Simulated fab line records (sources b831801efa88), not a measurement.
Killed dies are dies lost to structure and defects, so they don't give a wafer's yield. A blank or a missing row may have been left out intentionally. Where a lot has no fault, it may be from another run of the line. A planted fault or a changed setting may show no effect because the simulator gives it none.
Comparing a struck lot with a sound one | flow sky130 | 14 out of 708 route steps
Sound: these wafers, L643.3, L643.5, L643.6. Wafers struck: L637.2, L637.3, L637.6. The cause is given at the end.
Per side, at each step with rows, come the tool, then ch with its chambers, and then its first start. Under that, the readings that differ: sound wafers | struck wafers | difference of the means | sigmas: that difference in standard deviations of wafers without a fault.
alike: same words and numbers on both sides, and readings whose means sit less than 2 such deviations apart. not compared: any withheld reading, any reading some wafer has no value for, any bound like >300 that may hide the same value, and any number with overlapping values for which the record gives no deviation.
A row with sigmas, a row that says differs or no value, or rows on one side alone: a step with any of these is where the two part. Numbers that don't overlap but have no deviation are shown without sigmas and don't part them. A reading missing from all wafers of one side parts the sides only when that side holds two or more wafers.

first, 1 step without rows for these wafers: SKY_VT_ADJUST_NCORE_DEVELOP_06 (develop time 60 s).
SKY_VT_ADJUST_NCORE_CD_MEAS_07: target cd 380 nm.
  sound: cd_sem-02 at day 12 11:44; struck: cd_sem-01 at day 11 00:03
  alike: cd_nm
SKY_VT_ADJUST_NCORE_OVL_MEAS_08:
  sound: overlay-02 at day 12 11:50; struck: overlay-01 at day 11 00:10
  alike: VT_ADJUST_NCORE_OVL
after that, 1 step had no rows for these wafers: SKY_VT_ADJUST_NCORE_IMPLANT_09.
SKY_VT_ADJUST_NCORE_STRIP_10: strips in O2/N2.
  sound on plasma_asher-02 ch 0,1, day 12 12:02; struck on plasma_asher-02 ch 0, day 11 00:20
  alike: drypump_motor_current_A, oes_product_au, strip_time_to_endpoint_s
  not compared: rf_hours_counter_h
SKY_VT_ADJUST_NCORE_TW_MEAS_11:
  sound: film_metro-03 at day 12 12:08; struck: film_metro-01 at day 11 00:27
  reading            | sound             | struck            | difference | sigmas
  VT_ADJUST_NCORE_TW | 217.2 217.4 217.8 | 220.8 221.3 221.8 | +3.8       | +3
then, 6 steps without rows for these wafers: SKY_VT_ADJUST_HVTR_DEHYDRATE_00 (time 60 s); SKY_VT_ADJUST_HVTR_HMDS_01 (prime time 60 s); SKY_VT_ADJUST_HVTR_COAT_02 (resist thk 1132 nm); SKY_VT_ADJUST_HVTR_SOFTBAKE_03 (time 60 s); SKY_VT_ADJUST_HVTR_EXPOSE_04 (exposes mask HVTRM, target cd 380 nm); SKY_VT_ADJUST_HVTR_PEB_05.
SKY_VT_ADJUST_HVTR_DEVELOP_06: develop time 60 s.
  struck on litho_track-03, day 11 23:46; sound on litho_track-03 ch 0, day 13 13:02
  no value came back on the struck wafers for chill_plate_temp_C (C), develop_time_s (s); on the sound wafers chill_plate_temp_C (C) reads 23.01 23.04 23.11
SKY_VT_ADJUST_HVTR_CD_MEAS_07: target cd 380 nm.
  sound: cd_sem-01 at day 13 13:10; struck: cd_sem-02 at day 11 23:55
  reading    | sound             | struck | difference                    | sigmas
  cd_nm (nm) | 376.8 377.9 376.9 | - - -  | no value on the struck wafers |

== WHERE THEY PART ==
First at SKY_VT_ADJUST_NCORE_TW_MEAS_11; last, within this record, at SKY_VT_ADJUST_HVTR_CD_MEAS_07.

WHY: whatever the simulator had introduced
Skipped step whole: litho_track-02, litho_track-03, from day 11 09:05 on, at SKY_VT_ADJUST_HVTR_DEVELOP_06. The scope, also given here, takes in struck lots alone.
